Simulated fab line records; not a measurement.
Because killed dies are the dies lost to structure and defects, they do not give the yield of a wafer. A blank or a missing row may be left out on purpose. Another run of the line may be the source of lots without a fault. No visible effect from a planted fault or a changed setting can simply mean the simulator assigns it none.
Matching of chambers :: flow sky130 :: SKY_CONTACT_ETCH_17 on rie-diel-01 has 4 sister chambers
The step etches SiO2 in C4F8/O2/Ar, stops on Si3N4, target depth 340 nm. 4 wafers are shown with their chamber, then 7 later ones without.

## WAFERS WITH THEIR CHAMBER
wafer: L089.3
chamber: 2
bias-w (W): 1198

wafer: L089.5
chamber: 3
bias-w (W): 1200

wafer: L090.2
chamber: 1
bias-w (W): 1198

wafer: L090.3
chamber: 0
bias-w (W): 1196

## WAFERS WHOSE CHAMBER IS MISSING
wafer: L090.4
bias-w (W): 1198

wafer: L094.3
bias-w (W): 1197

wafer: L094.4
bias-w (W): 1202

wafer: L094.6
bias-w (W): 1205

wafer: L097.1
bias-w (W): 1202

wafer: L097.2
bias-w (W): 1195

wafer: L097.4
bias-w (W): 1204

## CHAMBER TAKEN BY EACH
wafer: L090.4
from the rows above: can't be placed: 1 or 2 or 0 or 3
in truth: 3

wafer: L094.3
from the rows above: can't be placed: 0 or 1 or 2 or 3
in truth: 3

wafer: L094.4
from the rows above: can't be placed: 3 or 1 or 2 or 0
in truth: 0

wafer: L094.6
from the rows above: can't be placed: 3 or 1 or 2 or 0
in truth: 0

wafer: L097.1
from the rows above: can't be placed: 3 or 1 or 2 or 0
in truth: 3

wafer: L097.2
from the rows above: can't be placed: 0 or 1 or 2 or 3
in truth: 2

wafer: L097.4
from the rows above: can't be placed: 3 or 1 or 2 or 0
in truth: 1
Placed correctly: 0 of 7. Cannot be placed on the basis of these rows: 7; the candidates contain the true chamber in 7. Number placed wrongly: 0.
How it was worked out, from the rows above alone: a wafer's distance from a chamber is the root of the sum, over the readings, of the square of ((its reading less the chamber's mean) divided by the reading's scatter). If the next closest chamber is less than 2 further off than the closest, the wafer can't be placed; otherwise it belongs to the closest. For every chamber, the mean is computed from those of its wafers that are shown. The scatter (one wafer shown for each chamber): square how far every hidden wafer sits from the nearest shown wafer, average those squares and take the square root.
